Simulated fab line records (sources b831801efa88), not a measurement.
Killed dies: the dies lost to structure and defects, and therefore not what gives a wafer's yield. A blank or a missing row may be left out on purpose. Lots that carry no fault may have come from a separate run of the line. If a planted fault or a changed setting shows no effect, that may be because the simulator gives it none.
fab line records ; flow sky130
record: lots: 11; wafers: 33; lastDay: 50
route steps=708 shown VT_ADJUST_PCH@153 SONOS_ONO@173 POLY_GATE@204
lots that met no fault: taken from a fault-free run of the same line
startH: start of the lot's first displayed wafer, in hours after the record's first day ; waitH: how many hours have passed since the lot's step before this one ; " same as the row above ; L1.1+2: a row that stands for several wafers ; - no value present, or no start provided ; * or withheld: withheld ; < > ~ a bound
route shown NAME@n: a module of which the file shows steps, and the number in the route of the first ; usual: mean and standard deviation over wafers with no fault ; same: alike in all rows ; chamber/n: place in a boat ; sites: readings site by site ; _std_site: their standard deviation ; _edge_site: mean of outer sites minus mean of inner sites ; radiusMm: for every site, how far away it sits from the centre of the wafer ; mask NAME#n: copy n ; behind: the tool/chamber that last shaped the wafer ; hold: reason for holding the lot/hours on hold/outcome of the hold ; device: transistor that didn't switch, given as n, p or np ; end of line: tests of these same wafers at the route's end ; a step given without rows: its recipe and nothing more ; killed: the dies lost at the first sort to structure and to defects; this is not the yield of the wafer ; map: dies across one wafer; x = killed, . = not, _ = none there
set.NAME: setting as actually run; set.NAME@STEP: the setting as run at that earlier step ; model.NAME: the simulator's own value behind a step, which no gauge read
one table for each step of the route and one row for each wafer, over a sample of lots
services: the hour from which a tool's chamber was out of use, counted from the record's first day as startH (under 0 if before that day), plus the number of hours and why
== steps ==
step: SKY_VT_ADJUST_PCH_TW_MEAS_10
usual: VT_ADJUST_PCH_TW: 143.0/1.1
lot.wafer;tool;chamber;startH;waitH;VT_ADJUST_PCH_TW
L767.2;filmMetro-02;-;240.86;0.1;144.2
L767.3;filmMetro-02;-;240.86;0.1;145.0
L767.6;filmMetro-02;-;240.86;0.1;144.7
L769.2;filmMetro-02;-;247.96;0.1;144.7
L769.4;filmMetro-02;-;247.96;0.1;145.0
L769.5;filmMetro-02;-;247.96;0.1;143.9
L774.1;filmMetro-02;-;281.54;0.1;143.6
L774.5;filmMetro-02;-;281.54;0.1;143.8
L774.6;filmMetro-02;-;281.54;0.1;143.4
L780.3;filmMetro-01;-;332.07;0.1;142.4
L780.4;filmMetro-01;-;332.07;0.1;143.6
L780.5;filmMetro-01;-;332.07;0.1;143.0
L782.2;filmMetro-01;-;345.45;0.1;143.6
L782.3;filmMetro-01;-;345.45;0.1;143.0
L782.4;filmMetro-01;-;345.45;0.1;143.5
L783.4;filmMetro-01;-;357.53;0.1;142.7
L783.5;filmMetro-01;-;357.53;0.1;144.1
L783.6;filmMetro-01;-;357.53;0.1;143.0
L784.3;filmMetro-01;-;362.06;0.1;142.7
L784.4;filmMetro-01;-;362.06;0.1;142.7
L784.6;filmMetro-01;-;362.06;0.1;143.0
L785.3;filmMetro-02;-;369.26;0.1;144.3
L785.4;filmMetro-02;-;369.26;0.1;144.4
L785.5;filmMetro-02;-;369.26;0.1;144.5
L786.2;filmMetro-01;-;376.70;0.1;143.1
L786.3;filmMetro-01;-;376.70;0.1;143.3
L786.6;filmMetro-01;-;376.70;0.1;142.9
L787.2;filmMetro-03;-;387.53;0.1;141.6
L787.3;filmMetro-03;-;387.53;0.1;142.1
L787.6;filmMetro-03;-;387.53;0.1;141.3
L789.1;filmMetro-02;-;401.54;0.1;145.2
L789.3;filmMetro-02;-;401.54;0.1;145.3
L789.4;filmMetro-02;-;401.54;0.1;145.1
step: SKY_SONOS_ONO_THK_MEAS_05
recipe: reads: SiO2_of_SONOS_ONO_CVD_04
usual: SONOS_ONO_CVD_04_THK: 5.09/0.096
lot.wafer;tool;chamber;startH;waitH;SONOS_ONO_CVD_04_THK[nm]
L767.2;filmMetro-01;-;270.93;0.0;5.21
L767.3;filmMetro-01;-;270.93;0.0;5.19
L767.6;filmMetro-01;-;270.93;0.0;5.21
L769.2;filmMetro-01;-;279.17;0.0;5.16
L769.4;filmMetro-01;-;279.17;0.0;5.06
L769.5;filmMetro-01;-;279.17;0.0;5.06
L774.1;filmMetro-01;-;316.17;0.0;5.28
L774.5;filmMetro-01;-;316.17;0.0;5.22
L774.6;filmMetro-01;-;316.17;0.0;5.23
L780.3;filmMetro-01;-;387.43;0.1;5.01
L780.4;filmMetro-01;-;387.43;0.1;5.00
L780.5;filmMetro-01;-;387.43;0.1;4.93
L782.2;filmMetro-04;-;388.61;0.0;5.03
L782.3;filmMetro-04;-;388.61;0.0;5.08
L782.4;filmMetro-04;-;388.61;0.0;5.00
L784.3;filmMetro-04;-;392.77;0.0;5.14
L784.4;filmMetro-04;-;392.77;0.0;5.09
L784.6;filmMetro-04;-;392.77;0.0;5.15
L783.4;filmMetro-01;-;392.78;0.0;5.04
L783.5;filmMetro-01;-;392.78;0.0;5.05
L783.6;filmMetro-01;-;392.78;0.0;5.03
L785.3;filmMetro-04;-;400.06;0.0;5.14
L785.4;filmMetro-04;-;400.06;0.0;5.15
L785.5;filmMetro-04;-;400.06;0.0;5.15
L786.2;filmMetro-02;-;409.46;0.0;5.09
L786.3;filmMetro-02;-;409.46;0.0;4.99
L786.6;filmMetro-02;-;409.46;0.0;5.05
L787.2;filmMetro-01;-;422.07;0.0;4.96
L787.3;filmMetro-01;-;422.07;0.0;5.04
L787.6;filmMetro-01;-;422.07;0.0;5.07
L789.1;filmMetro-02;-;436.39;0.0;5.06
L789.3;filmMetro-02;-;436.39;0.0;5.04
L789.4;filmMetro-02;-;436.39;0.0;5.13
step: SKY_POLY_GATE_CVD_00
recipe: material: poly-Si; targetThkNm: 180; tempC: 620; timeS: 720; pressureMtorr: 200
usual: spikeTcBottomC: 641.2/1; spikeTcCentreC: 621.6/1.4; spikeTcLowerC: 620.0/0.97; spikeTcUpperC: 619.2/1.2; susceptorTempC: 619.96/0.28
lot.wafer;tool;chamber;startH;waitH;spikeTcBottomC;spikeTcCentreC;spikeTcLowerC;spikeTcUpperC;susceptorTempC
L767.2;lpcvd-01;0;325.25;0.0;641.1;622.1;620.7;617.1;620.36
L767.3;lpcvd-01;0;325.25;0.0;640.3;622.2;618.7;619.1;619.99
L767.6;lpcvd-01;0;325.25;0.0;641.5;621.9;619.3;619.0;620.21
L769.2;lpcvd-01;1;340.36;0.0;642.5;620.3;620.0;622.4;619.45
L769.4;lpcvd-01;1;340.36;0.0;642.2;620.5;620.4;620.5;619.40
L769.5;lpcvd-01;1;340.36;0.0;640.2;621.4;618.5;619.4;619.68
L774.1;lpcvd-01;0;376.12;0.0;633.7;614.3;612.1;611.6;612.39
L774.5;lpcvd-01;0;376.12;0.0;633.9;614.8;612.0;612.0;611.71
L774.6;lpcvd-01;0;376.12;0.0;634.4;614.9;611.6;609.7;612.40
L780.3;lpcvd-01;0;450.83;0.0;640.9;622.1;619.5;619.3;619.95
L780.4;lpcvd-01;0;450.83;0.0;641.9;622.9;619.9;618.4;619.95
L780.5;lpcvd-01;0;450.83;0.0;640.6;622.2;619.0;618.6;619.59
L782.2;lpcvd-01;0;453.04;0.0;641.8;621.9;620.4;617.9;619.84
L782.3;lpcvd-01;0;453.04;0.0;641.9;622.7;618.7;619.4;619.77
L782.4;lpcvd-01;0;453.04;0.0;642.5;622.3;620.6;619.3;619.81
L783.4;lpcvd-01;0;459.01;0.0;641.5;622.8;619.5;617.5;619.66
L783.5;lpcvd-01;0;459.01;0.0;641.2;622.6;621.6;618.4;619.86
L783.6;lpcvd-01;0;459.01;0.0;641.4;622.7;620.6;620.5;619.83
L784.3;lpcvd-01;0;459.01;0.0;640.9;620.9;619.7;617.7;619.88
L784.4;lpcvd-01;0;459.01;0.0;641.7;622.0;621.5;619.9;619.60
L784.6;lpcvd-01;0;459.01;0.0;642.7;620.4;622.3;617.8;620.00
L785.3;lpcvd-01;1;465.69;0.0;640.3;619.6;621.8;619.8;619.88
L785.4;lpcvd-01;1;465.69;0.0;639.8;620.8;619.7;620.3;620.12
L785.5;lpcvd-01;1;465.69;0.0;642.3;621.5;620.0;620.3;620.26
L786.2;lpcvd-01;0;475.38;0.0;642.4;620.5;619.3;617.8;620.05
L786.3;lpcvd-01;0;475.38;0.0;641.4;623.2;621.2;618.2;619.95
L786.6;lpcvd-01;0;475.38;0.0;641.5;623.2;622.0;618.6;620.00
L787.2;lpcvd-01;0;487.48;0.0;640.5;621.8;619.9;618.6;620.11
L787.3;lpcvd-01;0;487.48;0.0;639.1;622.3;620.2;620.9;620.39
L787.6;lpcvd-01;0;487.48;0.0;642.0;624.3;619.7;620.2;619.97
L789.1;lpcvd-01;1;500.14;0.0;642.5;620.8;620.7;619.3;619.99
L789.3;lpcvd-01;1;500.14;0.0;640.4;618.3;620.9;618.3;620.43
L789.4;lpcvd-01;1;500.14;0.0;641.9;620.7;619.9;621.3;620.15
step: SKY_POLY_GATE_THK_MEAS_01
recipe: reads: poly-Si_of_POLY_GATE_CVD_00
usual: POLY_GATE_CVD_00_THK: 180.7/1.9
lot.wafer;tool;chamber;startH;waitH;POLY_GATE_CVD_00_THK[nm]
L767.2;filmMetro-03;-;326.46;0.0;180.6
L767.3;filmMetro-03;-;326.46;0.0;179.4
L767.6;filmMetro-03;-;326.46;0.0;177.7
L769.2;filmMetro-03;-;341.57;0.0;177.4
L769.4;filmMetro-03;-;341.57;0.0;177.9
L769.5;filmMetro-03;-;341.57;0.0;176.8
L774.1;filmMetro-01;-;377.92;0.0;152.4
L774.5;filmMetro-01;-;377.92;0.0;153.9
L774.6;filmMetro-01;-;377.92;0.0;153.4
L780.3;filmMetro-02;-;452.05;0.0;182.7
L780.4;filmMetro-02;-;452.05;0.0;183.3
L780.5;filmMetro-02;-;452.05;0.0;183.5
L782.2;filmMetro-03;-;454.25;0.0;182.0
L782.3;filmMetro-03;-;454.25;0.0;183.7
L782.4;filmMetro-03;-;454.25;0.0;183.2
L784.3;filmMetro-01;-;460.83;0.0;183.2
L784.4;filmMetro-01;-;460.83;0.0;182.8
L784.6;filmMetro-01;-;460.83;0.0;181.5
L783.4;filmMetro-03;-;460.84;0.0;178.2
L783.5;filmMetro-03;-;460.84;0.0;178.5
L783.6;filmMetro-03;-;460.84;0.0;179.2
L785.3;filmMetro-03;-;466.91;0.0;181.8
L785.4;filmMetro-03;-;466.91;0.0;178.6
L785.5;filmMetro-03;-;466.91;0.0;179.2
L786.2;filmMetro-03;-;476.59;0.0;180.1
L786.3;filmMetro-03;-;476.59;0.0;178.3
L786.6;filmMetro-03;-;476.59;0.0;178.6
L787.2;filmMetro-03;-;488.69;0.0;179.9
L787.3;filmMetro-03;-;488.69;0.0;181.4
L787.6;filmMetro-03;-;488.69;0.0;181.3
L789.1;filmMetro-03;-;501.34;0.0;179.1
L789.3;filmMetro-03;-;501.34;0.0;176.8
L789.4;filmMetro-03;-;501.34;0.0;178.7
step: SKY_POLY_GATE_CD_MEAS_13
recipe: targetCdNm: 150
usual: cdNm: 150.2/1.4
lot.wafer;tool;chamber;startH;waitH;cdNm
L767.2;cdSem-02;-;381.54;-;151.0
L767.3;cdSem-02;-;381.54;-;151.4
L767.6;cdSem-02;-;381.54;-;151.2
L769.2;cdSem-02;-;416.29;-;148.5
L769.4;cdSem-02;-;416.29;-;149.9
L769.5;cdSem-02;-;416.29;-;149.3
L774.1;cdSem-01;-;439.27;-;149.8
L774.5;cdSem-01;-;439.27;-;150.6
L774.6;cdSem-01;-;439.27;-;150.6
L780.3;cdSem-01;-;514.91;-;152.3
L780.4;cdSem-01;-;514.91;-;150.3
L780.5;cdSem-01;-;514.91;-;151.9
L782.2;cdSem-01;-;518.26;-;148.4
L782.3;cdSem-01;-;518.26;-;148.7
L782.4;cdSem-01;-;518.26;-;148.8
L784.3;cdSem-02;-;523.22;-;150.3
L784.4;cdSem-02;-;523.22;-;151.0
L784.6;cdSem-02;-;523.22;-;151.2
L783.4;cdSem-01;-;523.32;-;152.3
L783.5;cdSem-01;-;523.32;-;153.0
L783.6;cdSem-01;-;523.32;-;151.8
L785.3;cdSem-02;-;529.03;-;149.4
L785.4;cdSem-02;-;529.03;-;149.0
L785.5;cdSem-02;-;529.03;-;149.3
L786.2;cdSem-01;-;539.01;-;149.1
L786.3;cdSem-01;-;539.01;-;148.6
L786.6;cdSem-01;-;539.01;-;149.9
L787.2;cdSem-02;-;551.87;-;147.4
L787.3;cdSem-02;-;551.87;-;147.7
L787.6;cdSem-02;-;551.87;-;147.3
L789.1;cdSem-02;-;563.70;-;150.5
L789.3;cdSem-02;-;563.70;-;150.0
L789.4;cdSem-02;-;563.70;-;149.7
step: SKY_POLY_GATE_ETCH_17
recipe: targetDepthNm: 180; stopOn: SiO2; overEtchFrac: 0.56667; chemistry: HBr/Cl2; target: poly-Si; icpW: 400; biasW: 100; pressureMtorr: 10; HBr_flow_sccm: 150; Cl2_flow_sccm: 50; timeS: 70.5
usual: biasW: 100.0/0.35; drypumpMotorCurrentA: 5.6/0.52; oesProductAu: 0.988/0.0071; throttleValvePct: 33.683/0.0078
lot.wafer;tool;chamber;startH;waitH;biasW;drypumpMotorCurrentA;oesProductAu;rfHoursCounterH;throttleValvePct
L767.2;rieSi-02;2;381.85;0.0;99.7;4.9;0.985;24;33.671
L767.3;rieSi-02;3;381.85;0.0;99.7;5.5;0.981;1;33.691
L767.6;rieSi-02;1;381.85;0.0;100.1;6.4;0.981;-;33.671
L769.2;rieSi-01;0;416.60;0.0;100.3;5.2;0.974;1;33.684
L769.4;rieSi-01;3;416.60;0.0;100.0;5.5;0.981;25;33.667
L769.5;rieSi-01;0;416.60;0.0;100.1;5.2;0.983;-;33.688
L774.1;rieSi-02;1;439.60;0.0;100.2;6.4;0.878;48;33.688
L774.5;rieSi-02;3;439.60;0.0;99.8;5.4;0.883;-;33.689
L774.6;rieSi-02;0;439.60;0.0;99.3;6.2;0.898;-;33.683
L780.3;rieSi-02;1;515.20;0.0;100.4;6.4;0.992;49;33.687
L780.4;rieSi-02;2;515.20;0.0;100.0;4.9;0.990;25;33.684
L780.5;rieSi-02;1;515.20;0.0;100.7;6.4;1.000;-;33.684
L782.2;rieSi-02;0;518.58;0.0;99.9;6.2;0.985;2;33.679
L782.3;rieSi-02;2;518.58;0.0;99.9;4.9;0.998;25;33.676
L782.4;rieSi-02;1;518.58;0.0;99.5;6.4;0.987;49;33.690
L784.3;rieSi-01;3;523.52;0.0;99.9;5.6;0.995;26;33.678
L784.4;rieSi-01;0;523.52;0.0;100.3;5.2;0.986;1;33.694
L784.6;rieSi-01;3;523.52;0.0;99.5;5.6;0.986;-;33.677
L783.4;rieSi-02;3;523.60;0.0;99.8;5.4;0.986;1;33.691
L783.5;rieSi-02;2;523.60;0.0;100.3;4.9;0.985;-;33.687
L783.6;rieSi-02;3;523.60;0.0;99.7;5.4;0.982;-;33.663
L785.3;rieSi-01;2;529.33;0.0;99.6;5.0;0.988;1;33.684
L785.4;rieSi-01;1;529.33;0.0;100.2;5.9;0.982;26;33.700
L785.5;rieSi-01;1;529.33;0.0;100.5;5.9;0.990;-;33.679
L786.2;rieSi-02;0;539.33;0.0;100.4;6.2;0.989;2;33.688
L786.3;rieSi-02;3;539.33;0.0;100.2;5.4;0.982;1;33.688
L786.6;rieSi-02;3;539.33;0.0;99.8;5.4;0.986;-;33.678
L787.2;rieSi-01;3;552.19;0.0;100.1;5.6;0.988;26;33.662
L787.3;rieSi-01;0;552.19;0.0;100.6;5.2;0.991;2;33.684
L787.6;rieSi-01;2;552.19;0.0;100.1;5.0;0.998;-;33.694
L789.1;rieSi-01;1;564.04;0.0;100.1;5.9;0.987;26;33.687
L789.3;rieSi-01;0;564.04;0.0;99.6;5.2;0.982;2;33.683
L789.4;rieSi-01;3;564.04;0.0;100.8;5.6;0.982;26;33.683
== services ==
tool;chamber;startH;hours;kind
rieSi-01;0;314.36;-;clean
rieSi-01;0;314.36;18.2;scheduledDown
rieSi-01;0;314.36;18.2;ventCycle
rieSi-01;2;344.89;-;clean
rieSi-01;2;344.89;19.7;scheduledDown
rieSi-01;2;344.89;19.7;ventCycle
rieSi-02;0;356.54;13.1;repair
rieSi-01;2;446.11;4.3;repair
rieSi-02;-;470.16;2.8;pm
rieSi-01;2;491.41;5.6;repair
rieSi-01;-;506.39;2.8;pm
rieSi-02;1;536.84;4.1;repair
rieSi-01;2;538.69;1.2;repair
rieSi-02;1;540.94;-;clean
rieSi-02;1;540.94;15.7;scheduledDown
rieSi-02;1;540.94;15.7;ventCycle
rieSi-01;3;552.26;5.5;repair
== key ==
firstSign: step: SKY_POLY_GATE_CVD_00; reading: susceptorTempC; direction: down; sigmas: 28; usual: *; struck: *
effect: step: SKY_POLY_GATE_CVD_00; reading: spikeTcLowerC; direction: down; sigmas: 8.3; usual: 620.0; struck: 611.9
effect: step: SKY_POLY_GATE_THK_MEAS_01; reading: POLY_GATE_CVD_00_THK; direction: down; sigmas: 15; usual: 180.7; struck: 153.2
effect: step: SKY_POLY_GATE_ETCH_17; reading: oesProductAu; direction: down; sigmas: 14; usual: 0.988; struck: 0.886
metAt SKY_POLY_GATE_CVD_00
struckLots L774
struckWafers L774.1,L774.5,L774.6
testerLeftOut L774
notActingAt SKY_VT_ADJUST_PCH_TW_MEAS_10,SKY_SONOS_ONO_THK_MEAS_05,SKY_POLY_GATE_CD_MEAS_13
onsetBetween 325.25 376.12
fault: kind: processParameterDrift; tool: lpcvd-01; chamber: 0; onsetH: 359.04; steps: SKY_POLY_GATE_CVD_00; channel: tempC; offset: *; shape: step; endH: 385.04; stated: *
testerLeftOut: of these lots the tester's yield and bins aren't shown, on N5 and GAA mostly nor the transistor test; their killed dies are dies lost to structure and defects alone, not to doping, threshold or leakage, so they don't give the yield
